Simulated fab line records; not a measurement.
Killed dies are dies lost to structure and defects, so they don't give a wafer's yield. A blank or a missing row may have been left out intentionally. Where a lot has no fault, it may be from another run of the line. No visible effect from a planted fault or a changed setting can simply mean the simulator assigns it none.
Which of the tools did it? | flow sky130 | 27 wafers from 9 lots sampled at 6 of the route's 708 steps

## WHAT THE GAUGES SHOWED, per wafer
SKY_METAL2_OVL_MEAS_16.
lot  | measured     | on         | METAL2_OVL (nm)
L646 | day 35 06:48 | overlay-01 | 1 -1 0
L650 | day 36 13:11 | overlay-01 | 2 -4 0
L652 | day 37 12:42 | overlay-02 | 5 0 -6
L660 | day 39 10:54 | overlay-02 | 1 -7 -11
L661 | day 39 19:36 | overlay-01 | -2 -6 -5
L662 | day 39 23:13 | overlay-02 | 0 2 0
L663 | day 40 10:56 | overlay-01 | 10 1 8
L666 | day 41 03:20 | overlay-01 | -6 -10 -2
L667 | day 41 12:53 | overlay-01 | -6 -1 3

SKY_CAPM_RS_MEAS_03: uses a four-point probe to measure.
lot  | measured     | on            | CAPM_TIN_RS (ohm/sq)
L646 | day 36 12:35 | film-metro-03 | 6.91 7.02 6.96
L650 | day 37 18:01 | film-metro-04 | 6.94 6.91 6.99
L652 | day 38 17:58 | film-metro-04 | 6.91 7.01 6.92
L660 | day 40 14:21 | film-metro-04 | 7.22 7.18 7.22 7.26 7.16 7.22
L661 | day 40 23:04 | film-metro-01 | 6.94 6.81 6.90
L662 | day 41 02:37 | film-metro-04 | 7.13 7.14 7.08 7.13 7.15 7.09
L663 | day 41 15:02 | film-metro-03 | 6.90 6.92 6.97
L666 | day 42 06:08 | film-metro-03 | 6.97 6.90 6.92
L667 | day 42 16:00 | film-metro-01 | 6.81 6.78 6.79

SKY_CAPM_THK_MEAS_04: measures by xrf.
lot  | measured     | on            | CAPM_TIN_THK (nm)
L646 | day 36 12:43 | film-metro-03 | 202.0 200.2 200.6
L650 | day 37 18:08 | film-metro-04 | 201.5 202.1 199.4
L652 | day 38 18:04 | film-metro-04 | 201.0 199.1 201.4
L660 | day 40 17:08 | film-metro-04 | 191.3 193.8 193.1 191.7 194.4 193.3
L661 | day 40 23:10 | film-metro-01 | 200.7 203.6 199.5
L662 | day 41 08:24 | film-metro-04 | 195.3 195.2 195.2
L663 | day 41 15:10 | film-metro-03 | 204.0 201.4 201.6
L666 | day 42 06:16 | film-metro-03 | 201.1 202.3 201.6
L667 | day 42 16:07 | film-metro-01 | 204.4 204.7 204.0

## EACH LOT AND THE TOOL THAT RAN IT (in order: tool; ch and the chambers of the sampled wafers; start)
lot  | SKY_VIA1_CVD_21               | SKY_METAL3_SPUTTER_01        | SKY_CAPM_SPUTTER_02
L646 | cvd-w-02 ch 0,1, day 34 03:34 | pvd-sputter-04, day 36 12:16 | pvd-sputter-02, day 36 12:29
L650 | cvd-w-01 ch 0,1, day 35 10:17 | pvd-sputter-01, day 37 17:41 | pvd-sputter-03, day 37 17:53
L652 | cvd-w-01 ch 0,1, day 36 09:03 | pvd-sputter-01, day 38 17:35 | pvd-sputter-02, day 38 17:48
L660 | cvd-w-01 ch 0,1, day 38 09:41 | pvd-sputter-03, day 40 13:59 | pvd-sputter-02, day 40 14:12
L661 | cvd-w-02 ch 0, day 38 18:43   | pvd-sputter-04, day 40 22:43 | pvd-sputter-03, day 40 22:56
L662 | cvd-w-02 ch 0, day 38 21:57   | pvd-sputter-04, day 41 02:15 | pvd-sputter-02, day 41 02:28
L663 | cvd-w-02 ch 0,1, day 39 07:52 | pvd-sputter-03, day 41 14:43 | pvd-sputter-04, day 41 14:56
L666 | cvd-w-01 ch 0,1, day 40 01:44 | pvd-sputter-01, day 42 05:49 | pvd-sputter-03, day 42 06:02
L667 | cvd-w-02 ch 0,1, day 40 11:06 | pvd-sputter-03, day 42 15:41 | pvd-sputter-04, day 42 15:53
- SKY_VIA1_CVD_21: deposits W, target thk 270 nm, time 80.902 s.
- SKY_METAL3_SPUTTER_01: material TiN, target thk 20 nm, time 16.7 s.
- SKY_CAPM_SPUTTER_02: material TiN, target thk 200 nm, time 166.7 s.

## WHAT THE TOOLS THEMSELVES READ (means of the sampled wafers that have a number; where no wafer has one, the mark that the record gives instead)
SKY_VIA1_CVD_21.
lot  | tool     | heater-power-w (W)
L646 | cvd-w-02 | 938
L650 | cvd-w-01 | 728
L652 | cvd-w-01 | 727
L660 | cvd-w-01 | 788
L661 | cvd-w-02 | 1027
L662 | cvd-w-02 | 1034
L663 | cvd-w-02 | 878
L666 | cvd-w-01 | 739
L667 | cvd-w-02 | 868

SKY_METAL3_SPUTTER_01.
lot  | tool           | cathode-dc-power-W (W) | chamber-pressure-pa (Pa) | throttle-valve-pct (%)
L646 | pvd-sputter-04 | 6499.4                 | 0.3998                   | 30.0
L650 | pvd-sputter-01 | 6500.7                 | 0.3996                   | 30.6
L652 | pvd-sputter-01 | 6498.9                 | 0.3997                   | 29.3
L660 | pvd-sputter-03 | 6500.1                 | 0.3998                   | 30.6
L661 | pvd-sputter-04 | 6500.2                 | 0.3999                   | 28.5
L662 | pvd-sputter-04 | 6498.8                 | 0.4000                   | 29.7
L663 | pvd-sputter-03 | 6500.9                 | 0.3995                   | 30.5
L666 | pvd-sputter-01 | 6499.9                 | 0.4004                   | 31.2
L667 | pvd-sputter-03 | 6500.5                 | 0.3999                   | 30.2

SKY_CAPM_SPUTTER_02.
lot  | tool           | cathode-dc-power-W (W) | chamber-pressure-pa (Pa) | throttle-valve-pct (%)
L646 | pvd-sputter-02 | 6499.8                 | 0.3995                   | 29.8
L650 | pvd-sputter-03 | 6500.1                 | 0.3995                   | 30.4
L652 | pvd-sputter-02 | 6500.0                 | 0.3998                   | 29.9
L660 | pvd-sputter-02 | 6275.0                 | 0.3999                   | 29.9
L661 | pvd-sputter-03 | 6499.6                 | 0.3998                   | 30.7
L662 | pvd-sputter-02 | 6275.0                 | 0.3985                   | 31.2
L663 | pvd-sputter-04 | 6500.0                 | 0.3997                   | 30.3
L666 | pvd-sputter-03 | 6499.8                 | 0.4003                   | 30.4
L667 | pvd-sputter-04 | 6501.0                 | 0.4006                   | 30.5

## THE ANSWER, worked out from the rows above alone
Rule: the usual values come from the lots themselves. The widest of any qualifying gaps counts: lots, ordered by their means at a reading, are off when they make up no more than a third of the lots, leave a main group of 4 or more, and stand apart from it by 3 or more times the standard deviation of that group's means. A main group is skipped when, at the precision printed for the reading in the tables above, its means are all equal. A lot without any number at a reading at which 4 lots or more have one is off too. Any other lot the step has rows for is counted as sound. The gauges are gone through in route order, then the tools' own readings, and for those a lot's mean is taken as printed above. The first step at which some lot is off is used, and at that step the reading that is off furthest; a lot without a number counts as furthest.
Off: L660, L662, at SKY_CAPM_THK_MEAS_04 (CAPM_TIN_THK). Mean 201.7 nm and standard deviation 1.2 in the main group.
If a tool, at a process step before that reading, ran all the lots that are off and no sound lot after the first of them, it fits. Not tried: the gauges at SKY_CAPM_THK_MEAS_04; whatever is off there is also off at SKY_CAPM_SPUTTER_02, on other tools, and gauge error can't account for it. One fits: pvd-sputter-02 at SKY_CAPM_SPUTTER_02. Its last sound lot is L652 (day 38 17:48), its first lot that is off L660 (day 40 14:12): a fault that began between those two fits.
The tool's own readings at SKY_CAPM_SPUTTER_02 bear it out: on the lots that are off they differ by more than 5 times the standard deviation of the sound lots' means. cathode-dc-power-W reads 6275.0 W there against 6500.0 W on the sound lots.

## WHAT HAD BEEN PUT IN BY THE SIMULATOR
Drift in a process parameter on pvd-sputter-02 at SKY_CAPM_SPUTTER_02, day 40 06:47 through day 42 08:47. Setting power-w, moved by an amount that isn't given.
Struck lots among those shown: L660, L662. The rule above found the same.
